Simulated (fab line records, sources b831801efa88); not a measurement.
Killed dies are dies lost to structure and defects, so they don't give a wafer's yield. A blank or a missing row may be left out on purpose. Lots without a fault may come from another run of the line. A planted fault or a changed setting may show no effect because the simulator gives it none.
A struck lot beside a sound one | flow sky130 | 15 steps out of a route of 708
Sound: wafers L819.2, L819.3, L819.5. Struck: wafers L823.2, L823.4, L823.6. The cause comes at the end.
At each step with rows: each side's tool, then ch and its chambers, then its first start. Under that, the readings that differ: sound wafers | struck wafers | difference of the means | sigmas: that difference in standard deviations of wafers without a fault.
alike: readings whose means differ by less than 2 such deviations, and words and numbers that are the same on both sides. not compared: withheld readings, readings that some wafer has no value for, bounds like >300 that may hide the same value, and numbers for which the record gives no deviation and whose values overlap.
The two part at a step that has a row with sigmas, a row that says differs or no value, or rows on one side only. Numbers that don't overlap but have no deviation are shown without sigmas and don't part them. A reading that every wafer of one side lacks parts them only if that side has two wafers or more.

first, 5 steps without rows for these wafers: SKY_LI_CONTACT_COAT_07 (resist thk 450 nm); SKY_LI_CONTACT_SOFTBAKE_08 (time 90 s); SKY_LI_CONTACT_EXPOSE_09 (exposes mask LICM1, target cd 170 nm); SKY_LI_CONTACT_PEB_10; SKY_LI_CONTACT_DEVELOP_11 (develop time 60 s).
SKY_LI_CONTACT_CD_MEAS_12: target cd 170 nm.
  sound on cd_sem-02, day 29 14:51; struck on cd_sem-02, day 31 17:57
  alike: cd_nm
SKY_LI_CONTACT_OVL_MEAS_13:
  sound on overlay-02, day 29 14:57; struck on overlay-02, day 31 18:04
  alike: LI_CONTACT_OVL
SKY_LI_CONTACT_ETCH_14: etches BARC in N2/H2, stops on SiO2, time 45.9 s, target depth 60 nm.
  sound on rie_diel-03 ch 0,2,3, day 29 14:59; struck on rie_diel-03 ch 1,2, day 31 18:05
  alike: drypump_motor_current_A, oes_product_au, throttle_valve_pct
  not compared: rf_hours_counter_h
SKY_LI_CONTACT_ETCH_15: etches PSG in C4F8/O2/Ar, stops on Si, target depth 600 nm.
  sound on rie_diel-03 ch 0,2,3, day 29 15:01; struck on rie_diel-03 ch 1,2, day 31 18:08
  alike: oes_product_au
SKY_LI_CONTACT_STRIP_16: strips in O2/N2.
  sound on plasma_asher-01 ch 0,1, day 29 15:07; struck on plasma_asher-01 ch 0,1, day 31 18:13
  alike: drypump_motor_current_A, oes_product_au, strip_time_to_endpoint_s
  not compared: rf_hours_counter_h
then, 2 steps without rows for these wafers: SKY_LI_CONTACT_CLEAN_17 (cleans in NMP, time 600 s); SKY_LI_CONTACT_PRE_CLEAN_18 (time 5.6 s).
SKY_LI_CONTACT_SPUTTER_19: material Ti, target thk 20 nm, time 106.37 s.
  sound on pvd_sputter-04, day 29 15:25; struck on pvd_sputter-02, day 31 18:31
  reading                                       | sound             | struck            | difference | sigmas
  model.Ti_of_LI_CONTACT_SPUTTER_19.thk_nm (nm) | 20.06 20.08 20.26 | 17.58 17.97 17.86 | -2.33      |
  alike: cathode_dc_power_W, throttle_valve_pct
SKY_LI_CONTACT_SPUTTER_20: material TiN, target thk 20 nm, time 80 s.
  sound on pvd_sputter-04, day 29 15:30; struck on pvd_sputter-02, day 31 18:35
  alike: cathode_dc_power_W, throttle_valve_pct
-- the record jumps here: 16 days lie between the struck wafers' starts before and after (it left off in module LI_CONTACT and takes up again in module PAD_OPEN, whose first step shown is number 708 of the route) --
SKY_PAD_OPEN_PROBE_99:
  sound on prober-01, day 46 05:03; struck on prober-02, day 47 18:33
  alike: killed_at_M0_to_M3, killed_at_M4_up, killed_at_contacts, killed_at_front_end, killed_at_other, killed_dies, killed_open, killed_short

WHERE THEY PART
Nowhere in this record.

WHY: what the simulator had put in
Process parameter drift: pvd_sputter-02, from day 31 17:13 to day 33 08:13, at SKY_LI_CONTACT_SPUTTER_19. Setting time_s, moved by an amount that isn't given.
